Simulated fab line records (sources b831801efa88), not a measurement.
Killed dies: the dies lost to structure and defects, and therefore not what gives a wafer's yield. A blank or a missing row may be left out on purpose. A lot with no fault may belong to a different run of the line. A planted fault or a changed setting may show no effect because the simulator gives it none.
Which tool was responsible? ; flow sky130 ; 15 lots, 45 wafers sampled, at 2 steps of a route of 708

## WHAT EACH GAUGE READ, for each wafer
The record holds no reading of a measuring or inspecting step that can be judged against a usual standard deviation.

## TOOL THAT RAN EACH LOT (tool first, then ch and the chambers of the sampled wafers, then the start)
lot;SKY_CONTACT_STRIP_19;SKY_PAD_OPEN_PROBE_99
L974;plasma asher-04 ch 0,1, day 32 00:14;-
L976;plasma asher-01 ch 1, day 33 01:19;prober-02, day 46 17:02
L978;plasma asher-02 ch 0,1, day 33 15:38;prober-02, day 47 06:29
L979;plasma asher-01 ch 0,1, day 34 00:57;prober-02, day 47 13:26
L981;plasma asher-01 ch 0,1, day 34 04:18;prober-01, day 47 14:45
L983;plasma asher-02 ch 0,1, day 37 19:11;prober-01, day 50 04:56
L984;plasma asher-01 ch 0,1, day 37 19:41;prober-02, day 50 08:17
L985;plasma asher-02 ch 0,1, day 37 20:08;prober-01, day 50 08:37
L988;plasma asher-01 ch 1, day 37 20:24;prober-02, day 50 09:50
L987;plasma asher-01 ch 1, day 37 21:42;prober-01, day 50 10:14
L991;plasma asher-01 ch 0, day 37 22:28;-
L990;plasma asher-02 ch 0,1, day 37 22:49;-
L993;plasma asher-01 ch 0,1, day 38 02:22;-
L994;plasma asher-04 ch 0,1, day 38 06:47;-
L995;plasma asher-01 ch 0,1, day 38 13:42;-
- SKY_CONTACT_STRIP_19: strips in O2/N2.
- SKY_PAD_OPEN_PROBE_99

## AS READ BY THE TOOLS THEMSELVES (means over the sampled wafers that have a number; for cases with no such wafer, the mark the record gives instead)
SKY_CONTACT_STRIP_19. Usual: chamber pressure mTorr 1500.1 mTorr, standard deviation 1.2; drypump motor current A 5.9 A, standard deviation 0.47; oes product au 0.381 a.u., standard deviation 0.0049; strip time to endpoint s 3.626 s, standard deviation 0.026.
lot;tool;chamber pressure mTorr (mTorr);drypump motor current A (A);oes product au (a.u.);strip time to endpoint s (s);flag
L974;plasma asher-04;1500.7;5.6;0.375;3.608;
L976;plasma asher-01;1500.2;5.3;0.386;3.631;
L978;plasma asher-02;1500.2;5.9;0.380;3.636;
L979;plasma asher-01;1500.7;6.2;0.386;3.667;
L981;plasma asher-01;1500.2;5.7;0.380;3.601;
L983;plasma asher-02;1501.4;5.9;0.379;3.620;
L984;plasma asher-01;-;-;-;-;OFF
L985;plasma asher-02;-;-;-;-;OFF
L988;plasma asher-01;-;-;-;-;OFF
L987;plasma asher-01;1498.5;5.3;0.379;3.600;
L991;plasma asher-01;1497.8;6.6;0.384;3.593;
L990;plasma asher-02;1500.1;5.9;0.382;3.634;
L993;plasma asher-01;1500.0;5.7;0.382;3.622;
L994;plasma asher-04;1499.8;5.5;0.383;3.615;
L995;plasma asher-01;1499.7;6.1;0.385;3.660;

SKY_PAD_OPEN_PROBE_99. Usual: killed_at_M0_to_M3 44, standard deviation 7.9; killed_at_M4_up 3.1, standard deviation 1.9; killed at contacts 24, standard deviation 4.6; killed at front end 16, standard deviation 4.9; killed at other 0.3, standard deviation 0.6; killed dies 87, standard deviation 9.7; killed on rim 17, standard deviation 3.7; killed open 48, standard deviation 7.2; killed short 39, standard deviation 5.6.
lot;tool;killed_at_M0_to_M3;killed_at_M4_up;killed at contacts;killed at front end;killed at other;killed dies;killed on rim;killed open;killed short;flag
L976;prober-02;59;3.0;23;15;0.3;101;19;57;44;
L978;prober-02;39;5.0;25;15;0.3;84;18;48;36;
L979;prober-02;33;2.3;23;19;0.0;78;19;43;35;
L981;prober-01;49;3.3;21;14;0.3;87;17;51;36;
L983;prober-01;46;3.7;24;23;1.3;99;20;58;40;
L984;prober-02;41;3.0;429;19;0.7;492;96;49;41;OFF
L985;prober-01;40;2.3;427;22;0.7;492;96;52;38;OFF
L988;prober-02;44;2.0;430;16;0.3;492;96;49;42;OFF
L987;prober-01;44;3.3;21;16;0.0;85;18;46;39;

## THE ANSWER, worked out from the rows above alone
Rule: a lot is off if the mean of its wafers that have a number lies more than 3 standard deviations from the usual mean. A lot without any number at a reading at which 4 lots or more have one is off too. All remaining lots with rows at the step are treated as sound. First the gauges in route order, then the tools' own readings, where a lot's mean is used as printed above. At the first step where some lot is off, the reading lying furthest off is the one used; lots without a number count as furthest.
Off: L984, L985, L988 (SKY_CONTACT_STRIP_19, chamber pressure mTorr). Without a number there: L984, L985, L988.
A tool fits if, at that step or a process step before it, it ran every lot that is off, and no sound lot after the first of them. No candidate that was tried fits.

## WHAT HAD BEEN PUT IN BY THE SIMULATOR
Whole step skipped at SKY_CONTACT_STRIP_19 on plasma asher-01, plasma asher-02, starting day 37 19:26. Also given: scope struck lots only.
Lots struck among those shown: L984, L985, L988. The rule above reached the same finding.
